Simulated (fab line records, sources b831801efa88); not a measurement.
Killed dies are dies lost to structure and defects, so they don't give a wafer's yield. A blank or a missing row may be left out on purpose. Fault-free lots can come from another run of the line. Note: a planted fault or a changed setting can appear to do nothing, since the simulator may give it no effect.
Split-lot study :: flow sfqLine :: 12 wafers read across 5 lots, on a route 325 steps long

## THE SPLIT
At SFQ_TRILAYER_I2_VIA_LITHO_COAT_072 (resist thk 62 nm), the setting resistThkNm was moved away from the recipe's 62 nm on 5 of the 12 wafers read, by -4.8% to +3.9%. All remaining wafers had this setting at the recipe value.

## FROM THE SPLIT TO THE READING: what the file shows between them, 3 steps
- SFQ_TRILAYER_I2_VIA_LITHO_COAT_067: resist thk 650 nm
- SFQ_TRILAYER_I2_VIA_LITHO_SOFTBAKE_071
- SFQ_TRILAYER_I2_VIA_LITHO_DEVELOP_069: time 60 s

## THE READING
etch.depthNm (the simulator's own value, which no gauge read), in nm, at SFQ_TRILAYER_I2_VIA_BARC_OPEN_VIA_ETCH_096 (etches BARC in O2, target depth 125 nm, time 41.7 s). The file does not state a usual value for it. The 7 wafers here that ran the recipe average 61.96 nm, standard deviation 0.24 nm.

wafer: L075.3
tool, chamber at the split: lithoTrack-02, 0
resistThkNm as run, nm: 62
against the recipe: recipe
etch.depthNm, nm: 61.86
against lot-mates on the recipe: -

wafer: L077.1
tool, chamber at the split: lithoTrack-04, 0
resistThkNm as run, nm: 62
against the recipe: recipe
etch.depthNm, nm: 61.91
against lot-mates on the recipe: -

wafer: L077.4
tool, chamber at the split: lithoTrack-04, 0
resistThkNm as run, nm: 62
against the recipe: recipe
etch.depthNm, nm: 61.84
against lot-mates on the recipe: -

wafer: L077.6
tool, chamber at the split: lithoTrack-04, 0
resistThkNm as run, nm: 62
against the recipe: recipe
etch.depthNm, nm: 61.94
against lot-mates on the recipe: -

wafer: L080.4
tool, chamber at the split: lithoTrack-04, 0
resistThkNm as run, nm: 64.39
against the recipe: +3.9%
etch.depthNm, nm: 64.56
against lot-mates on the recipe: no lot-mate on the recipe

wafer: L081.2
tool, chamber at the split: lithoTrack-02, 0
resistThkNm as run, nm: 59.03
against the recipe: -4.8%
etch.depthNm, nm: 59.23
against lot-mates on the recipe: -3.05

wafer: L081.3
tool, chamber at the split: lithoTrack-02, 0
resistThkNm as run, nm: 62
against the recipe: recipe
etch.depthNm, nm: 62.2
against lot-mates on the recipe: -

wafer: L081.4
tool, chamber at the split: lithoTrack-02, 0
resistThkNm as run, nm: 59.03
against the recipe: -4.8%
etch.depthNm, nm: 59.06
against lot-mates on the recipe: -3.22

wafer: L081.5
tool, chamber at the split: lithoTrack-02, 0
resistThkNm as run, nm: 59.03
against the recipe: -4.8%
etch.depthNm, nm: 59.11
against lot-mates on the recipe: -3.17

wafer: L081.6
tool, chamber at the split: lithoTrack-02, 0
resistThkNm as run, nm: 62
against the recipe: recipe
etch.depthNm, nm: 62.36
against lot-mates on the recipe: -

wafer: L083.1
tool, chamber at the split: lithoTrack-03, 0
resistThkNm as run, nm: 63.99
against the recipe: +3.2%
etch.depthNm, nm: 63.78
against lot-mates on the recipe: +2.20

wafer: L083.4
tool, chamber at the split: lithoTrack-03, 0
resistThkNm as run, nm: 62
against the recipe: recipe
etch.depthNm, nm: 61.58
against lot-mates on the recipe: -

THE FIT
A straight line over all 12 wafers: etch.depthNm changes by +0.603 nm for each +1% of resistThkNm; r = +0.99; the points scatter about the line by 0.22 nm.
The same after taking each lot's own level away (the mean of its wafers on the recipe; 11 wafers): +0.663 nm for each +1%; r = +1.00; scatter 0.066 nm.
According to that fit, moving resistThkNm by its largest amount changes the reading by 3.2 nm.
From 61.580 to 62.280 nm: that is the span of the lots' own levels, equal to 3.0 times the standard deviation above.
So the lot-to-lot level changes the slope little: the two slopes agree.
Check: with one of the wafers moved furthest among these (-4.8%) left out of the fit, the line predicts -3.21 nm for it against its lot-mates. It came out at -3.05 nm against them.

## OTHER SPLITS APPLIED TO THESE WAFERS
Before the reading, these wafers also passed through other splits. Each is held against what the fit with the lots' levels taken away leaves over:
other split on the same wafers: SFQ_TRILAYER_M1_BARC_OPEN_METAL_ETCH_054 timeS
wafers away from the commonest value: 3
r with etch.depthNm (lot level and that fit taken away): -0.37

other split on the same wafers: SFQ_TRILAYER_I1_CMP_CMP_046 leaveAboveRefNm
wafers away from the commonest value: 5
r with etch.depthNm (lot level and that fit taken away): +0.50

other split on the same wafers: SFQ_TRILAYER_I1_VIA_LITHO_COAT_054 resistThkNm
wafers away from the commonest value: 4
r with etch.depthNm (lot level and that fit taken away): +0.38

other split on the same wafers: SFQ_TRILAYER_M2_LITHO_COAT_057 spinRpm
wafers away from the commonest value: 6
r with etch.depthNm (lot level and that fit taken away): -0.02

other split on the same wafers: SFQ_TRILAYER_M2_LITHO_EXPOSE_058 doseMj
wafers away from the commonest value: 7
r with etch.depthNm (lot level and that fit taken away): +0.19

other split on the same wafers: SFQ_TRILAYER_M2_ETCH_METAL_ETCH_060 icpW
wafers away from the commonest value: 2
r with etch.depthNm (lot level and that fit taken away): +0.06

## THE WHOLE CHAIN: every reading that the file lists as answering this split, in the file's order
step: SFQ_TRILAYER_I2_VIA_LITHO_COAT_072
what it does: resist thk 62 nm
reading: BARC_of_TRILAYER_I2_VIA_LITHO_COAT_072.thkNm (the simulator's own value, which no gauge read)
change (the file's fit): +0.659 nm for each +1% of the setting
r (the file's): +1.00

step: SFQ_TRILAYER_I2_VIA_BARC_OPEN_VIA_ETCH_096
what it does: etches BARC in O2, target depth 125 nm, time 41.7 s
reading: etch.depthNm (the simulator's own value, which no gauge read)
change (the file's fit): +0.662 nm for each +1% of the setting
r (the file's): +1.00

## THE FILE'S OWN FIT
etch.depthNm changes by +0.662 nm for each +1% of resistThkNm, r = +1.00.
